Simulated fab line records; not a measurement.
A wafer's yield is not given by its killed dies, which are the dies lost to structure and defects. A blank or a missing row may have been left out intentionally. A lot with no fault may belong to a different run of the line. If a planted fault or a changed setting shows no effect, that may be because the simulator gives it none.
One fault seen from 2 desks ; flow gf180mcu ; only its own numbers are on each desk; what lay behind them is given at the end

== THE METROLOGY DESK ==
What the gauges read, lot by lot, whatever tool the lot ran on: means of the sampled wafers that have a number. Marked OUT: a lot whose mean sits more than 4 standard deviations from the usual mean, which makes it out of limits; the brackets give that distance.
Columns: A = cd nm at GF_V4_CD_MEAS_14, usual 259.9 nm; B = V4_W_RS at GF_V4_RS_MEAS_24, usual 0.328 ohm/sq
lot;first seen here;A;B
L856;day 24 11:02;260.7;0.325
L858;day 25 14:24;256.4;0.328
L859;day 25 16:49;261.0;0.328
L860;day 26 02:58;260.6;0.327
L861;day 26 09:21;260.8;0.331
L862;day 26 16:55;259.4;0.330
L865;day 27 16:47;259.5;0.329
L867;day 28 00:50;261.7;0.324
L866;day 28 03:33;258.6;0.332
L870;day 29 02:32;259.1;0.327
L872;day 29 10:52;260.2;0.329
L874;day 30 10:55;260.7;0.328
L875;day 30 20:51;260.1;0.325
L879;day 31 19:50;259.9;0.329
This desk found nothing out of limits on any of the 14 lots.

== THE TOOL OWNER'S DESK: litho track-03 ==
The tool's own readings at GF_MIM_SOFTBAKE_15 (time 60 s): means of the sampled wafers that have a number, for each lot that ran on this tool. Marked OUT: a lot whose mean sits more than 4 standard deviations from the usual mean, which makes it out of limits; the brackets give that distance.
Columns: A = heater power total W at GF_MIM_SOFTBAKE_15, usual 56.60 W; B = run length s at GF_MIM_SOFTBAKE_15, usual 89.07 s
lot;first seen here;A;B
L856;day 24 23:14;56.58;89.00
L858;day 26 02:40;56.60;88.79
L861;day 26 21:19;56.57;88.92
L862;day 27 05:20;56.61;88.85
L865;day 28 04:41;56.59;88.88
L866;day 28 15:04;57.17 (+13) OUT;87.01 (-11) OUT
L870;day 29 13:47;57.78 (+26) OUT;85.20 (-21) OUT
Finding of this desk: L866, L870 out of limits; the first was L866 at day 28 15:04, on heater power total W at GF_MIM_SOFTBAKE_15. In limits: L856, L858, L861, L862, L865.

== ALL TOGETHER ==
At day 28 15:04, on L866, L870, the tool owner's desk was in a position to raise an alarm.
From the metrology desk's view, nothing was out of limits.
The metrology desk holds a record of L866, L870, inside its limits.
All the named lots went through GF_MIM_SOFTBAKE_15 on litho track-03.

== WHAT THE SIMULATOR PUT IN ==
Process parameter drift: litho track-03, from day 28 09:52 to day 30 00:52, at GF_MIM_SOFTBAKE_15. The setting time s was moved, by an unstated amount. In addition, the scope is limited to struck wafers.
Shown lots that were struck: L866, L870.
Hours from the fault's start to each desk's first reading out of limits: the tool owner's desk, 5.
